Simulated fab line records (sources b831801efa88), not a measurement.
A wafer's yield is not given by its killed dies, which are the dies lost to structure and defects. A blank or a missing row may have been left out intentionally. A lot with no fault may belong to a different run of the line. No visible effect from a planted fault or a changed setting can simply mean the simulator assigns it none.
Struck lot and sound lot, side by side :: flow sfq_line :: 41 out of 325 route steps
Sound: wafers L776.2, L776.3, L776.5. Struck: wafer L766.4. (L766.1, L766.5 of the same lot were not struck and are left out.) The cause comes at the end.
At each step with rows: each side's tool, then ch and its chambers, then its first start. Under that, the readings that differ: sound wafers :: struck wafers :: difference of the means :: sigmas: that difference in standard deviations of wafers without a fault.
alike: same words and numbers on both sides, and readings whose means sit less than 2 such deviations apart. not compared: any withheld reading, any reading some wafer has no value for, any bound like >300 that may hide the same value, and any number with overlapping values for which the record gives no deviation.
The two part at a step that has a row with sigmas, a row that says differs or no value, or rows on one side only. Numbers that don't overlap but have no deviation are shown without sigmas and don't part them. A reading missing from all wafers of one side parts the sides only when that side holds two or more wafers.

first, 3 steps without rows for these wafers: SFQ_TRILAYER_I4_VIA_LITHO_EXPOSE_104 (exposes mask I4, target cd 700 nm); SFQ_TRILAYER_I4_VIA_LITHO_PEB_106 (peb time 60 s); SFQ_TRILAYER_I4_VIA_LITHO_DEVELOP_105 (time 60 s).
SFQ_I4_OVL_MEAS_928:
  sound on overlay-02 at day 59 07:40; struck on overlay-02 at day 51 18:49
  alike: I4_OVL
then, 6 steps without rows for these wafers: SFQ_TRILAYER_I4_VIA_BARC_OPEN_VIA_ETCH_146 (etches BARC in O2, target depth 125 nm, time 41.7 s); SFQ_TRILAYER_I4_VIA_ETCH_VIA_ETCH_106 (etches SiO2 in CHF3, stops on Nb, target depth 260 nm); SFQ_TRILAYER_I4_VIA_STRIP_STRIP_107 (strips in O2); SFQ_TRILAYER_I4_VIA_STRIP_SOLV_CLEAN_108 (cleans in NMP, time 600 s); SFQ_TRILAYER_JJ_TRILAYER_DEP_PRE_CLEAN_113 (time 22.5 s); SFQ_TRILAYER_JJ_TRILAYER_DEP_SPUTTER_109 (material Nb, target thk 150 nm, time 100 s).
SFQ_TRILAYER_JJ_TRILAYER_DEP_SPUTTER_110: material Al, target thk 8 nm, time 10 s.
  sound on pvd_sputter-04 at day 59 08:43; struck on pvd_sputter-04 at day 51 20:28
  alike: throttle_valve_pct
then, 1 step without rows for these wafers: SFQ_TRILAYER_JJ_TRILAYER_DEP_AL_OXIDATION_111 (oxidation time 600 s).
SFQ_TRILAYER_JJ_TRILAYER_DEP_SPUTTER_112: material Nb, target thk 170 nm, time 113.3 s.
  sound on pvd_sputter-04 at day 59 09:44; struck on pvd_sputter-04 at day 51 21:29
reading: model.Nb_of_TRILAYER_JJ_TRILAYER_DEP_SPUTTER_112.thk_nm (nm)
sound: 173 169.2 169.9
struck: 251
difference: +80
sigmas: 
  alike: throttle_valve_pct
SFQ_JJ_RS_MEAS_929: uses a four-point probe to measure.
  sound on film_metro-04 at day 59 09:50; struck on film_metro-02 at day 51 21:52
reading: JJ_NB_RS (ohm/sq)
sound: 1.032 1.056 1.051
struck: 0.707
difference: -0.339
sigmas: -20
  not compared: hold
then, 5 steps without rows for these wafers: SFQ_TRILAYER_JJ_CE_LITHO_COAT_114 (resist thk 600 nm); SFQ_TRILAYER_JJ_CE_LITHO_SOFTBAKE_118; SFQ_TRILAYER_JJ_CE_LITHO_EXPOSE_115 (exposes mask J5, target cd 700 nm); SFQ_TRILAYER_JJ_CE_LITHO_PEB_117 (peb time 60 s); SFQ_TRILAYER_JJ_CE_LITHO_DEVELOP_116 (time 60 s).
SFQ_JJ_OVL_MEAS_931:
  sound on overlay-02 at day 59 12:15; struck on overlay-01 at day 52 11:10
  alike: J5_OVL
then, 1 step without rows for these wafers: SFQ_TRILAYER_JJ_CE_METRO_MEASURE_117.
SFQ_TRILAYER_JJ_CE_BARC_OPEN_RIE_150: chemistry O2, target BARC, target depth 240 nm, time 80 s.
  sound on rie_metal-02 ch 0,1, day 59 13:29; struck on rie_metal-01 ch 1, day 52 12:23
reading: drypump_motor_current_A (A)
sound: 5.0 5.7 5.0
struck: 6.6
difference: +1.4
sigmas: +2
  alike: oes_product_au
  not compared: rf_hours_counter_h
then, 10 steps without rows for these wafers: SFQ_TRILAYER_JJ_CE_ETCH_RIE_118 (chemistry SF6, target Nb, stops on Al2O3, time 97.7 s, target depth 170 nm); SFQ_TRILAYER_JJ_ANODIZE_ANODIZE_119; SFQ_TRILAYER_JJ_CE_STRIP_STRIP_120 (strips in O2); SFQ_TRILAYER_JJ_CE_STRIP_SOLV_CLEAN_121 (cleans in NMP, time 600 s); SFQ_TRILAYER_M5_LITHO_COAT_128 (resist thk 62 nm); SFQ_TRILAYER_M5_LITHO_COAT_123 (resist thk 600 nm); SFQ_TRILAYER_M5_LITHO_SOFTBAKE_127; SFQ_TRILAYER_M5_LITHO_EXPOSE_124 (exposes mask M5, target cd 700 nm); SFQ_TRILAYER_M5_LITHO_PEB_126 (peb time 60 s); SFQ_TRILAYER_M5_LITHO_DEVELOP_125 (time 60 s).
-- the record jumps here: 5 days lie between the struck wafers' starts before and after --
SFQ_M5_OVL_MEAS_932:
  sound on overlay-02 at day 59 17:23; struck on overlay-01 at day 57 13:47
  alike: M5_OVL
then, 2 steps without rows for these wafers: SFQ_TRILAYER_M5_BARC_OPEN_METAL_ETCH_161 (etches BARC in O2, target depth 125 nm, time 41.7 s); SFQ_TRILAYER_M5_ETCH_METAL_ETCH_126 (etches Nb in Cl2/BCl3, stops on SiO2, time 203.2 s, target depth 265 nm).
SFQ_TRILAYER_M5_STRIP_STRIP_127: strips in O2.
  sound on rie_metal-01 ch 0,1, day 59 17:40; struck on rie_metal-03 ch 1, day 57 14:04
  alike: drypump_motor_current_A, oes_product_au
  not compared: rf_hours_counter_h
then, 1 step without rows for these wafers: SFQ_TRILAYER_M5_STRIP_SOLV_CLEAN_128 (cleans in NMP, time 600 s).
SFQ_TRILAYER_A5B_DEP_PECVD_129: deposits SiO2 from SiH4/N2O, time 133.33 s, target thk 600 nm.
  sound on pecvd-02 ch 1,2, day 59 18:27; struck on pecvd-02 ch 0, day 57 14:50
reading: throttle_valve_pct (%)
sound: 23.8 27.0 27.0
struck: 23.1
difference: -2.8
sigmas: -2
  alike: heater_power_w, susceptor_temp_C
SFQ_TRILAYER_A5B_CMP_CMP_130: polishes, stops on Nb, target thk 340.7 nm.
  sound on cmp-02 ch 0,1,3, day 59 21:44; struck on cmp-02 ch 1, day 57 18:20
  alike: motor_current_A
then, 1 step without rows for these wafers: SFQ_TRILAYER_A5B_METRO_MEASURE_131.
-- the record jumps here: 5 days lie between the struck wafers' starts before and after --
SFQ_TRILAYER_R5_ETCH_METAL_ETCH_139: etches the open film in Cl2, stops on SiO2, target depth 60 nm, time 40 s.
  sound on rie_metal-04 ch 1, day 64 09:31; struck on rie_metal-02 ch 1, day 62 13:50
reading: oes_product_au (a.u.)
sound: 0.993 0.991 0.995
struck: 0.978
difference: -0.015
sigmas: -3

reading: model.Nb_of_TRILAYER_JJ_TRILAYER_DEP_SPUTTER_112.thk_nm (nm)
sound: 163 159.1 159.9
struck: 241
difference: +80
sigmas: 
  alike: drypump_motor_current_A
  not compared: rf_hours_counter_h

## WHERE THEY PART
Last at SFQ_TRILAYER_R5_ETCH_METAL_ETCH_139 as far as this record goes, first at SFQ_JJ_RS_MEAS_929.

WHY: the cause the simulator had injected
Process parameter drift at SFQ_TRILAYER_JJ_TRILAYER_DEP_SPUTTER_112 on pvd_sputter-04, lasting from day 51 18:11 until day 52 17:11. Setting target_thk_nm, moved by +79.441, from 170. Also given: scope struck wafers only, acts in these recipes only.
